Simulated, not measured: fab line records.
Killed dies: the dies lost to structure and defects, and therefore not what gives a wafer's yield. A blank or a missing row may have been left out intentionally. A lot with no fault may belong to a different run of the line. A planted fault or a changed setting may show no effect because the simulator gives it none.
Code-filled problem report in 8D (eight disciplines) form ; flow sky130 ; the parts of the form that need people (team, actions taken, sign-off) are left out

== 1. PROBLEM STATEMENT ==
Wafers without a fault read 0.855 a.u., standard deviation 0.0047; oes product au at SKY_LI_CONTACT_ETCH_14 reads a mean of 0.802 a.u. on 6 wafers belonging to 2 lots. That is -11 standard deviations from the usual mean.
The step: etches BARC in N2/H2, stops on SiO2, time 45.9 s, target depth 60 nm.
Seen first at day 35 06:37 on rie diel-03, wafer L724.1. The record has a number at this step for 36 wafers belonging to 12 lots. Rule for "out" (also "out of limits"): further than 4 standard deviations from the usual mean. All remaining wafers that have a number are taken as sound.

== 2. WHAT IT IS AND WHAT IT IS NOT ==
question;is;is not
which readings at this step;oes product au;drypump motor current A
which lots;L724, L725;L706, L707, L708, L710, L711, L715, L718, L726, L728, L729
which wafers of those lots;all that have a number;-
read on which tools;rie diel-03;rie diel-01, rie diel-04
when;from day 35 06:37;"up to then (21 sound wafers); but 9 sound wafers of L726, L728, L729 came after"

== 3. WHAT RULES OUT EACH SUSPECT ==
Counting: any tool at a process step up to the reading is kept as a suspect provided that every lot that is out went through it and no sound lot did after the first of them.
- litho track-01 at SKY_LI_CONTACT_COAT_06 (resist thk 60 nm): kept. Every lot that is out went through it, starting with L724 (day 34 16:37), and after that it ran no sound lot; the last sound lot it ran before then is L718 (day 32 23:20).
- rie diel-03 at SKY_LI_CONTACT_ETCH_14 (etches BARC in N2/H2, stops on SiO2, time 45.9 s, target depth 60 nm): kept. Every lot that is out went through it, starting with L724 (day 35 06:37), and after that it ran no sound lot; the last sound lot it ran before then is L718 (day 33 13:20). Its own readings are out on those wafers: oes product au.
Left after counting: litho track-01 at SKY_LI_CONTACT_COAT_06, rie diel-03 at SKY_LI_CONTACT_ETCH_14.

== 4. THE CAUSE (what the simulator had put in) ==
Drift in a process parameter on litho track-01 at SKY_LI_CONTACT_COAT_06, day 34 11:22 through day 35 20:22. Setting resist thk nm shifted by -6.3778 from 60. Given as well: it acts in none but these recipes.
Counting left 2 suspects, and this tool is among them.

== 5. SEQUENCE OF EFFECTS, ordered by route ==
One row per reading whose mean, taken over the struck wafers that have a number, lies over 3 standard deviations from the usual. Readings are gone through only where the record gives a usual standard deviation; hours: the median, over the lots, of the time from a lot's start at the first step in this table giving one to that lot's start at this step; sigmas: the change measured in usual standard deviations.
hours;step;reading;usual;on struck wafers;change;sigmas
0;SKY_LI_CONTACT_ETCH_14;oes product au;0.855 a.u.;0.802;-0.053;-11
Here are the process steps it includes:
- SKY_LI_CONTACT_ETCH_14: etches BARC in N2/H2, stops on SiO2, time 45.9 s, target depth 60 nm.
Later steps that measure or inspect, where all struck wafers having a row at the step show a number for every such reading and not one has moved that far: SKY_LI_CONTACT_THK_MEAS_23.

== 6. HOW IT WOULD HAVE BEEN CAUGHT EARLIER ==
In this record the first reading out of limits was taken at day 35 06:37, 19 hours after the fault began at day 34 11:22.
Of the tool readings at SKY_LI_CONTACT_COAT_06 for which the record gives a usual standard deviation, none was out on any struck wafer, so an alarm limit of 4 standard deviations on them would not have fired.
Lots out: 2; all had begun SKY_LI_CONTACT_COAT_06 on litho track-01 by day 35 06:37. None of them would have been spared by holding the tool at that moment.
